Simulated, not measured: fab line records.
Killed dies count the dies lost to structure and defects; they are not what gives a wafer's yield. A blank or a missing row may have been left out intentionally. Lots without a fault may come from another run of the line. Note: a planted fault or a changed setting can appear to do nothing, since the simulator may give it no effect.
Matching of chambers	flow gf180mcu	3 sister chambers for GF_V4_CVD_00 on hdpcvd-01
The step deposits SiO2, target thk 600 nm, time 100 s. 14 wafers are shown with their chamber, then 7 later ones without.

WAFERS, EACH WITH ITS CHAMBER
wafer	chamber	sih4_flow_sccm (sccm)
L690.1	1	60.05
L690.2	2	59.98
L690.3	0	60.04
L693.1	0	60.27
L693.4	1	60.22
L693.5	0	60.18
L705.1	2	60.04
L705.3	0	59.88
L705.6	1	59.88
L706.4	1	59.78
L706.5	2	60.02
L706.6	0	59.95
L707.1	1	60.20
L707.2	2	60.08

SIGNATURES, as means of the wafers listed above
reading	chamber 0	chamber 1	chamber 2	scatter within a chamber
sih4_flow_sccm	60.0640	60.0260	60.0300	0.153
Rule: a wafer lies at a distance from a chamber equal to the root of the sum of squares, over the readings, of (its reading less the chamber's mean, divided by the reading's scatter). If the next closest chamber is less than 2 further off than the closest, the wafer can't be placed; otherwise it belongs to the closest. The scatter: take each reading less its chamber's mean, square it, sum over the shown wafers, divide by the number of wafers less the number of chambers, and take the root.

WAFERS WITHOUT THEIR CHAMBER
wafer	sih4_flow_sccm (sccm)
L707.6	60.16
L710.2	59.77
L710.5	60.02
L710.6	59.89
L711.1	59.92
L711.4	59.72
L711.6	59.90

WHICH CHAMBER EACH ONE RAN IN
wafer	from the rows above	in truth
L707.6	can't be placed: 0 or 2 or 1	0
L710.2	can't be placed: 1 or 2 or 0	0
L710.5	can't be placed: 1 or 2 or 0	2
L710.6	can't be placed: 1 or 2 or 0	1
L711.1	can't be placed: 1 or 2 or 0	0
L711.4	can't be placed: 1 or 2 or 0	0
L711.6	can't be placed: 1 or 2 or 0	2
Correctly placed: 0 of 7. Can't be placed from these rows: 7 (the true chamber is among the candidates in 7). 0 placed wrongly.
